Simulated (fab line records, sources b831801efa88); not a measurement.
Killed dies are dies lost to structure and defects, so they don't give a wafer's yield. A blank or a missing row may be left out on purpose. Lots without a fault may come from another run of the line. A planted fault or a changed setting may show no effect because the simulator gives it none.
Which tool did it? | flow sky130 | 14 lots, 40 wafers sampled, at 5 steps of a route of 708

WHAT THE GAUGES READ, wafer by wafer
SKY_METAL2_THK_MEAS_06: measures by xrf.
lot  | measured     | on            | METAL2_ALCU_THK (nm)
L239 | day 34 01:19 | film_metro-04 | 246 251 246
L241 | day 34 12:10 | film_metro-03 | 243 243 248
L242 | day 35 01:40 | film_metro-04 | 243 247 245
L243 | day 35 14:09 | film_metro-02 | 253 247 251
L244 | day 35 14:46 | film_metro-02 | 247 245 252
L245 | day 35 22:23 | film_metro-02 | 249 248 245
L246 | day 36 07:58 | film_metro-02 | 250 251 246
L247 | day 36 11:02 | film_metro-03 | 243 239 243
L248 | day 36 20:24 | film_metro-04 | 243 247 247
L249 | day 37 09:19 | film_metro-03 | 246 244 246
L250 | day 37 23:00 | film_metro-04 | 246 244
L254 | day 38 23:15 | film_metro-04 | 243 246
L262 | day 41 05:36 | film_metro-04 | 245 245 245
L260 | day 41 08:05 | film_metro-02 | 255 250 249

SKY_METAL2_CD_MEAS_15: target cd 140 nm.
lot  | measured     | on        | cd_nm (nm)
L239 | day 35 04:07 | cd_sem-02 | 139.2 140.6 139.9
L241 | day 35 14:18 | cd_sem-02 | 140.7 139.6 139.5
L242 | day 36 03:21 | cd_sem-01 | 142.0 140.6 142.2
L243 | day 36 15:28 | cd_sem-01 | 139.6 138.9 139.0
L244 | day 36 16:56 | cd_sem-02 | 137.8 136.6 136.6
L245 | day 37 00:28 | cd_sem-02 | 138.5 137.8 138.9
L246 | day 37 10:13 | cd_sem-01 | 141.3 141.1 139.4
L247 | day 37 13:13 | cd_sem-02 | 140.4 139.4 139.8
L248 | day 37 22:31 | cd_sem-01 | 143.7 140.9 143.0
L249 | day 38 11:16 | cd_sem-01 | 141.3 142.4 142.4
L250 | day 39 01:10 | cd_sem-01 | 137.2 137.7
L254 | day 39 23:49 | cd_sem-02 | 140.2 140.6
L262 | day 42 05:17 | cd_sem-02 | 139.7 139.0 139.2
L260 | day 42 07:31 | cd_sem-01 | 142.3 142.5 141.9

SKY_METAL3_CD_MEAS_13: target cd 300 nm.
lot  | measured     | on        | cd_nm (nm)
L239 | day 38 14:43 | cd_sem-01 | 299.4 299.6 301.3
L241 | day 39 00:55 | cd_sem-02 | 300.0 300.4 300.2
L242 | day 39 12:17 | cd_sem-02 | 300.8 301.0 299.9
L243 | day 39 23:26 | cd_sem-02 | 298.5 300.2 298.8
L244 | day 40 02:26 | cd_sem-02 | 299.1 298.9 300.7
L245 | day 40 09:34 | cd_sem-01 | 299.3 298.2 300.0
L246 | day 40 16:59 | cd_sem-02 | 301.0 298.9 300.1
L247 | day 40 21:08 | cd_sem-01 | 300.8 302.5 300.3
L248 | day 41 05:34 | cd_sem-01 | 302.5 302.3 302.8
L249 | day 41 15:12 | cd_sem-01 | 301.2 301.0 301.8
L250 | day 42 06:18 | cd_sem-02 | 302.2 270.4
L254 | day 43 04:31 | cd_sem-02 | 300.4 268.8
L262 | day 45 04:17 | cd_sem-01 | 298.2 298.4 298.6
L260 | day 45 07:43 | cd_sem-01 | 298.9 299.7 298.7

WHICH TOOL RAN EACH LOT (tool, then ch and the chambers of the sampled wafers, then the start)
lot  | SKY_METAL2_SPUTTER_01        | SKY_METAL3_EXPOSE_10
L239 | pvd_sputter-01, day 34 01:04 | krf_scanner-01 ch 0, day 38 01:19
L241 | pvd_sputter-02, day 34 11:54 | krf_scanner-01 ch 0, day 38 12:26
L242 | pvd_sputter-02, day 35 01:25 | krf_scanner-01 ch 0, day 39 00:09
L243 | pvd_sputter-02, day 35 13:55 | krf_scanner-02 ch 0, day 39 11:13
L244 | pvd_sputter-01, day 35 14:31 | krf_scanner-01 ch 0, day 39 14:18
L245 | pvd_sputter-04, day 35 22:08 | krf_scanner-01 ch 0, day 39 21:16
L246 | pvd_sputter-04, day 36 07:44 | krf_scanner-01 ch 0, day 40 05:13
L247 | pvd_sputter-02, day 36 10:48 | krf_scanner-01 ch 0, day 40 09:13
L248 | pvd_sputter-02, day 36 20:10 | krf_scanner-02 ch 0, day 40 16:41
L249 | pvd_sputter-04, day 37 09:02 | krf_scanner-02 ch 0, day 41 03:55
L250 | pvd_sputter-01, day 37 22:44 | krf_scanner-02 ch 0, day 41 18:22
L254 | pvd_sputter-01, day 38 23:00 | krf_scanner-02 ch 0, day 42 16:19
L262 | pvd_sputter-02, day 41 05:22 | krf_scanner-01 ch 0, day 44 17:14
L260 | pvd_sputter-04, day 41 07:50 | krf_scanner-01 ch 0, day 44 20:50
- SKY_METAL2_SPUTTER_01: material TiN, target thk 20 nm, time 16.7 s.
- SKY_METAL3_EXPOSE_10: exposes mask MM3, target cd 300 nm.

WHAT THE TOOLS THEMSELVES READ (means of the sampled wafers that have a number; where no wafer has one, the mark that the record gives instead)
SKY_METAL2_SPUTTER_01.
lot  | tool           | throttle_valve_pct (%)
L239 | pvd_sputter-01 | 29.1
L241 | pvd_sputter-02 | 28.5
L242 | pvd_sputter-02 | 28.5
L243 | pvd_sputter-02 | 30.4
L244 | pvd_sputter-01 | 28.9
L245 | pvd_sputter-04 | 28.7
L246 | pvd_sputter-04 | 29.3
L247 | pvd_sputter-02 | 29.7
L248 | pvd_sputter-02 | 29.5
L249 | pvd_sputter-04 | 29.5
L250 | pvd_sputter-01 | 29.1
L254 | pvd_sputter-01 | 29.0
L262 | pvd_sputter-02 | 28.6
L260 | pvd_sputter-04 | 28.9

THE ANSWER, worked out from the rows above alone
Rule: what is usual is taken from the lots themselves. Put in order of their means at a reading, lots are off if they are a third of the lots or fewer, leave a main group of 4 or more, and stand apart from it by a gap of 3 or more times the standard deviation of the main group's means; of several such gaps the widest counts. A main group whose means are all the same, to the digits that the tables above print for the reading, isn't used. A lot without any number at a reading at which 4 lots or more have one is off too. The other lots that the step has rows for count as sound. The gauges are gone through in route order, then the tools' own readings, and for those a lot's mean is taken as printed above. The first step at which some lot is off is used, and at that step the reading that is off furthest; a lot without a number counts as furthest.
Off: L250, L254, at SKY_METAL3_CD_MEAS_13 (cd_nm). The main group: mean 300.1 nm, standard deviation 1.1.
A tool fits if, at a process step before that reading, it ran every lot that is off, and no sound lot after the first of them. The gauges at SKY_METAL3_CD_MEAS_13 are tried like those tools. Can't be told from this: 3 tools fit, pvd_sputter-01 at SKY_METAL2_SPUTTER_01, krf_scanner-02 at SKY_METAL3_EXPOSE_10, cd_sem-02 at SKY_METAL3_CD_MEAS_13.

WHAT THE SIMULATOR HAD PUT IN
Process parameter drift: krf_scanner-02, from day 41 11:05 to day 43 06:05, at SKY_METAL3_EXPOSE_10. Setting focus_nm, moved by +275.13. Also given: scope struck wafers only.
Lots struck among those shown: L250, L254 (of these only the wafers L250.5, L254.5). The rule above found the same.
